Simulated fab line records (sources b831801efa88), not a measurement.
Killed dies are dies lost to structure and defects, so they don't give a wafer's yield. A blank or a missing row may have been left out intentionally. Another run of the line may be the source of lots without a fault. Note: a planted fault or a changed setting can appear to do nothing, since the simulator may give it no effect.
Which of the tools did it? | flow sky130 | 14 lots, 42 wafers sampled, at 3 steps of a route of 708

## WHAT EACH GAUGE READ, for each wafer
Not one reading of a measure or inspect step in the record can be checked against a usual standard deviation.

## EACH LOT AND THE TOOL THAT RAN IT (in order: tool; ch and the chambers of the sampled wafers; start)
lot  | SKY_SD_N_SOFTBAKE_03              | SKY_SD_N_STRIP_11                    | SKY_PAD_OPEN_PROBE_99
L363 | litho-track-04 ch 0, day 27 23:02 | plasma-asher-02 ch 0,1, day 28 13:44 | -
L365 | litho-track-03 ch 0, day 28 16:08 | plasma-asher-03 ch 0,1, day 29 07:20 | -
L367 | litho-track-01 ch 0, day 29 06:20 | plasma-asher-03 ch 0,1, day 29 20:19 | prober-01, day 47 12:40
L369 | litho-track-01 ch 0, day 29 23:37 | plasma-asher-04 ch 0,1, day 30 14:28 | prober-02, day 48 00:38
L373 | litho-track-03 ch 0, day 31 10:28 | plasma-asher-02 ch 0,1, day 32 00:38 | prober-02, day 49 02:52
L374 | litho-track-01 ch 0, day 31 14:22 | plasma-asher-02 ch 0,1, day 32 04:29 | prober-01, day 49 04:44
L376 | litho-track-03 ch 0, day 32 05:53 | plasma-asher-02 ch 0,1, day 32 20:16 | prober-02, day 49 14:31
L378 | litho-track-04 ch 0, day 32 21:24 | plasma-asher-03 ch 0,1, day 33 10:55 | -
L381 | litho-track-01 ch 0, day 33 17:04 | plasma-asher-04 ch 0,1, day 34 07:22 | -
L382 | litho-track-04 ch 0, day 34 04:57 | plasma-asher-04 ch 0,1, day 34 18:52 | -
L384 | litho-track-01 ch 0, day 34 20:31 | plasma-asher-02 ch 0,1, day 35 10:31 | -
L383 | litho-track-04 ch 0, day 35 01:01 | plasma-asher-04 ch 0,1, day 35 14:52 | -
L385 | litho-track-03 ch 0, day 35 02:49 | plasma-asher-03 ch 0,1, day 35 16:28 | -
L386 | litho-track-03 ch 0, day 35 11:47 | plasma-asher-03 ch 0,1, day 36 01:19 | -
- SKY_SD_N_SOFTBAKE_03: time 60 s.
- SKY_SD_N_STRIP_11: strips in O2/N2.
- SKY_PAD_OPEN_PROBE_99

## AS READ BY THE TOOLS THEMSELVES (means over the sampled wafers that have a number; for cases with no such wafer, the mark the record gives instead)
SKY_SD_N_SOFTBAKE_03. Usual: heater-power-total-W 56.60 W, standard deviation 0.047; plate-temp-C 89.97 C, standard deviation 0.12; resist-line-temp-C 22.99 C, standard deviation 0.089.
lot  | tool           | heater-power-total-W (W) | plate-temp-C (C) | resist-line-temp-C (C) | flag
L363 | litho-track-04 | 56.61                    | 90.02            | 23.06                  |
L365 | litho-track-03 | 56.59                    | 90.19            | 22.95                  |
L367 | litho-track-01 | 56.61                    | 90.11            | 22.84                  |
L369 | litho-track-01 | 56.58                    | 89.79            | 22.99                  |
L373 | litho-track-03 | 59.39                    | 93.09            | 23.07                  | OFF
L374 | litho-track-01 | 56.61                    | 89.89            | 23.09                  |
L376 | litho-track-03 | 59.47                    | 93.14            | 22.98                  | OFF
L378 | litho-track-04 | 56.62                    | 89.96            | 23.00                  |
L381 | litho-track-01 | 56.57                    | 90.02            | 23.01                  |
L382 | litho-track-04 | 56.61                    | 89.96            | 23.05                  |
L384 | litho-track-01 | 56.58                    | 90.00            | 23.07                  |
L383 | litho-track-04 | 56.61                    | 89.79            | 23.00                  |
L385 | litho-track-03 | 56.61                    | 89.99            | 22.96                  |
L386 | litho-track-03 | 56.61                    | 89.90            | 22.95                  |

SKY_SD_N_STRIP_11. Usual: drypump-motor-current-A 5.6 A, standard deviation 0.34; oes-product-au 0.528 a.u., standard deviation 0.0048; strip-time-to-endpoint-s 22.55 s, standard deviation 0.047.
lot  | tool            | drypump-motor-current-A (A) | oes-product-au (a.u.) | strip-time-to-endpoint-s (s) | flag
L363 | plasma-asher-02 | 5.6                         | 0.528                 | 22.53                        |
L365 | plasma-asher-03 | 5.6                         | 0.526                 | 22.52                        |
L367 | plasma-asher-03 | 5.8                         | 0.526                 | 22.60                        |
L369 | plasma-asher-04 | 5.6                         | 0.526                 | 22.55                        |
L373 | plasma-asher-02 | 5.6                         | 0.527                 | 22.42                        |
L374 | plasma-asher-02 | 5.6                         | 0.524                 | 22.60                        |
L376 | plasma-asher-02 | 5.6                         | 0.525                 | 22.36                        | OFF
L378 | plasma-asher-03 | 5.6                         | 0.530                 | 22.56                        |
L381 | plasma-asher-04 | 5.4                         | 0.528                 | 22.56                        |
L382 | plasma-asher-04 | 5.4                         | 0.525                 | 22.57                        |
L384 | plasma-asher-02 | 5.3                         | 0.528                 | 22.54                        |
L383 | plasma-asher-04 | 5.4                         | 0.529                 | 22.50                        |
L385 | plasma-asher-03 | 5.8                         | 0.525                 | 22.50                        |
L386 | plasma-asher-03 | 5.8                         | 0.524                 | 22.59                        |

SKY_PAD_OPEN_PROBE_99. Usual: killed_at_M0_to_M3 44, standard deviation 6.9; killed_at_M4_up 3.1, standard deviation 1.7; killed-at-contacts 25, standard deviation 5.6; killed-at-front-end 14, standard deviation 4.3; killed-at-other 0.3, standard deviation 0.51; killed-dies 86, standard deviation 9.8; killed-on-rim 17, standard deviation 3.8; killed-open 47, standard deviation 6.5; killed-short 39, standard deviation 6.6.
lot  | tool      | killed_at_M0_to_M3 | killed_at_M4_up | killed-at-contacts | killed-at-front-end | killed-at-other | killed-dies | killed-on-rim | killed-open | killed-short | flag
L367 | prober-01 | 51                 | 2.7             | 25                 | 12                  | 0.0             | 91          | 17            | 53          | 38           |
L369 | prober-02 | 47                 | 3.3             | 24                 | 14                  | 1.0             | 90          | 20            | 50          | 40           |
L373 | prober-02 | 46                 | 4.7             | 20                 | 13                  | 0.0             | 83          | 17            | 41          | 42           |
L374 | prober-01 | 47                 | 1.3             | 25                 | 12                  | 0.0             | 86          | 17            | 50          | 36           |
L376 | prober-02 | 40                 | 3.0             | 29                 | 16                  | 0.3             | 88          | 20            | 47          | 41           |

## THE ANSWER, worked out from the rows above alone
Rule: lot off if the mean of its wafers having a number is beyond 3 standard deviations from the usual mean. A lot without any number at a reading at which 4 lots or more have one is off too. The other lots that the step has rows for count as sound. First the gauges in route order, then the tools' own readings, where a lot's mean is used as printed above. The first step at which some lot is off is used, and at that step the reading that is off furthest; a lot without a number counts as furthest.
Off: L373, L376 (SKY_SD_N_SOFTBAKE_03, heater-power-total-W).
If a tool, at that step or one of the process steps before it, ran each lot that is off and ran no sound lot following the first of them, it fits. Of those tried, none fits.

## WHAT WAS PUT IN BY THE SIMULATOR
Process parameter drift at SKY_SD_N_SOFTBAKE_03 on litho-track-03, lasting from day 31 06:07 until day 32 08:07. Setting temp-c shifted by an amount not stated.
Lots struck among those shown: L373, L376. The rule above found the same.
